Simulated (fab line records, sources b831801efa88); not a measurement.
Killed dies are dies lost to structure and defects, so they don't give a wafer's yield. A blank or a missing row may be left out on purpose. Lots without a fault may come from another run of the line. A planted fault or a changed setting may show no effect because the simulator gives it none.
One fault seen from 2 desks | flow sky130 | each desk has only its own numbers; what lay behind them comes last

THE METROLOGY DESK
What the gauges read, lot by lot, whatever tool the lot ran on: means of the sampled wafers that have a number. A lot is out of limits, marked OUT, if its mean lies more than 4 standard deviations from the usual mean; the brackets give that distance.
Columns: A = VIA1_W_RS at SKY_VIA1_RS_MEAS_22, usual 0.422 ohm/sq; B = VIA1_W_THK at SKY_VIA1_THK_MEAS_23, usual 268 nm; C = METAL2_ALCU_RS at SKY_METAL2_RS_MEAS_05, usual 0.1269 ohm/sq; D = METAL2_ALCU_THK at SKY_METAL2_THK_MEAS_06, usual 258 nm; E = cd_nm at SKY_METAL2_CD_MEAS_15, usual 140.7 nm; F = METAL2_OVL at SKY_METAL2_OVL_MEAS_16, usual -1 nm
lot  | first seen here | A     | B   | C      | D   | E     | F
L468 | day 34 18:44    | 0.421 | 265 | 0.1264 | 256 | 139.8 | -5
L475 | day 37 00:34    | 0.417 | 272 | 0.1281 | 256 | 141.4 | -1
L476 | day 37 02:58    | 0.419 | 272 | 0.1272 | 257 | 142.4 | -4
L477 | day 37 12:51    | 0.416 | 270 | 0.1270 | 257 | 142.1 | 1
L478 | day 37 21:31    | 0.416 | 272 | 0.1265 | 258 | 141.0 | -1
L487 | day 40 15:13    | 0.433 | 261 | 0.1273 | 259 | 140.6 | -5
This desk's finding: nothing out of limits on any of the 6 lots.

THE TOOL OWNER'S DESK: pvd_sputter-04
The tool's own readings at SKY_METAL2_SPUTTER_04 (material TiN, target thk 70 nm, time 58.3 s): means of the sampled wafers that have a number, for each lot that ran on this tool. A lot is out of limits, marked OUT, if its mean lies more than 4 standard deviations from the usual mean; the brackets give that distance.
Columns: A = throttle_valve_pct at SKY_METAL2_SPUTTER_04, usual 30.1 %
lot  | first seen here | A
L476 | day 37 03:32    | 30.8
L478 | day 37 22:05    | 29.9
L487 | day 40 15:46    | 29.9
This desk's finding: nothing out of limits on any of the 3 lots.

PUT TOGETHER
The metrology desk saw nothing out of limits.
The tool owner's desk saw nothing out of limits.

WHAT THE SIMULATOR HAD PUT IN
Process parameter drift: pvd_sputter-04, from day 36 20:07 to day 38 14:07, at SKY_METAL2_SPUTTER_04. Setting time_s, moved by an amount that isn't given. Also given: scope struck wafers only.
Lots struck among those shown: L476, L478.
